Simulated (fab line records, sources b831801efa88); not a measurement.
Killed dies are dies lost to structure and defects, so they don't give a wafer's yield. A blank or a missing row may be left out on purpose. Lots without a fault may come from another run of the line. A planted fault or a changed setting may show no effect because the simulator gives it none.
One fault seen from 2 desks | flow sky130 | each desk has only its own numbers; what lay behind them comes last

THE TOOL OWNER'S DESK: pvd_sputter-01
The tool's own readings at SKY_LI_CONTACT_SPUTTER_20 (material TiN, target thk 20 nm, time 80 s): means of the sampled wafers that have a number, for each lot that ran on this tool. A lot is out of limits, marked OUT, if its mean lies more than 4 standard deviations from the usual mean; the brackets give that distance.
Columns: A = throttle_valve_pct at SKY_LI_CONTACT_SPUTTER_20, usual 29.6 %
lot  | first seen here | A
L421 | day 32 13:08    | 29.5
L432 | day 35 19:35    | 30.1
L433 | day 36 04:43    | 29.8
This desk's finding: nothing out of limits on any of the 3 lots.

THE METROLOGY DESK
What the gauges read, lot by lot, whatever tool the lot ran on: means of the sampled wafers that have a number. A lot is out of limits, marked OUT, if its mean lies more than 4 standard deviations from the usual mean; the brackets give that distance.
Columns: A = cd_nm at SKY_LI_CONTACT_CD_MEAS_12, usual 170.1 nm; B = LI_CONTACT_OVL at SKY_LI_CONTACT_OVL_MEAS_13, usual 0 nm
lot  | first seen here | A     | B
L414 | day 30 04:49    | 169.7 | 2
L420 | day 32 08:01    | 170.6 | 2
L421 | day 32 12:30    | 167.5 | 5
L432 | day 35 18:56    | 169.8 | 1
L433 | day 36 03:51    | 170.2 | 7
This desk's finding: nothing out of limits on any of the 5 lots.

PUT TOGETHER
The tool owner's desk saw nothing out of limits.
The metrology desk saw nothing out of limits.

WHAT THE SIMULATOR HAD PUT IN
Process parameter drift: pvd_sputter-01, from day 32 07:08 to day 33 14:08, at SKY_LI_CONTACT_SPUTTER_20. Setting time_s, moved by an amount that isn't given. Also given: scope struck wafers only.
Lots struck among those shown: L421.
